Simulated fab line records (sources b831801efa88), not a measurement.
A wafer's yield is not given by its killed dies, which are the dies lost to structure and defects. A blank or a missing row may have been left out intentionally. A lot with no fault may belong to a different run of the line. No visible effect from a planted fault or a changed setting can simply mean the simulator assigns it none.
Chamber matching -- flow sky130 -- SKY_VIA3_ETCH_15 on rieDiel-03: 4 sister chambers
The step etches SiO2 in C4F8/O2/Ar, stops on TiN, target depth 507 nm, time 78 s. 18 wafers are shown with their chamber, then 9 later ones without.

## WAFERS WITH THEIR CHAMBER
wafer,chamber,oesProductAu (a.u.),chamberPressureMTorr (mTorr)
L074.1,0,0.937,39.97
L074.5,0,0.945,39.95
L074.6,1,0.951,39.95
L077.3,3,0.950,40.01
L077.4,2,0.945,40.05
L077.6,0,0.942,40.05
L080.3,0,0.937,39.96
L080.4,2,0.949,40.02
L080.5,3,0.945,39.96
L081.1,0,0.942,39.98
L081.3,3,0.946,40.06
L081.6,3,0.949,40.08
L087.2,3,0.943,40.00
L087.5,1,0.945,39.99
L087.6,0,0.944,39.98
L088.2,0,0.944,39.99
L088.3,2,0.945,39.98
L088.6,2,0.939,40.03

SIGNATURES (means of the wafers above)
reading,chamber 0,chamber 1,chamber 2,chamber 3,scatter within a chamber
oesProductAu,0.94157,0.94800,0.94450,0.94660,0.00346
chamberPressureMTorr,39.9829,39.9700,40.0200,40.0220,0.0369
Rule: a wafer's distance from a chamber is the root of the sum, over the readings, of the square of ((its reading less the chamber's mean) divided by the reading's scatter). The wafer belongs to the nearest chamber; if the next one is less than 2 further off, it can't be placed. How the scatter is found: for the shown wafers, subtract from each reading the mean of its chamber, square and add these, divide the total by (wafers less chambers), then take the root.

## WAFERS MISSING THEIR CHAMBER
wafer,oesProductAu (a.u.),chamberPressureMTorr (mTorr)
L091.2,0.950,40.00
L091.4,0.944,40.04
L091.5,0.951,39.96
L094.1,0.950,40.01
L094.2,0.948,40.00
L094.6,0.944,40.02
L097.1,0.944,40.03
L097.5,0.948,40.01
L097.6,0.943,40.03

## CHAMBER TAKEN BY EACH
wafer,from the rows above,in truth
L091.2,can't be placed: 1 or 3 or 2 or 0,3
L091.4,can't be placed: 2 or 3 or 0 or 1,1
L091.5,can't be placed: 1 or 3 or 2 or 0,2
L094.1,can't be placed: 3 or 1 or 2 or 0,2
L094.2,can't be placed: 3 or 1 or 2 or 0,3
L094.6,can't be placed: 2 or 3 or 0 or 1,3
L097.1,can't be placed: 2 or 3 or 0 or 1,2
L097.5,can't be placed: 3 or 2 or 1 or 0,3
L097.6,can't be placed: 2 or 3 or 0 or 1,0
Correctly placed: 0 of 9. Cannot be placed on the basis of these rows: 9; the candidates contain the true chamber in 9. Placed wrongly: 0.
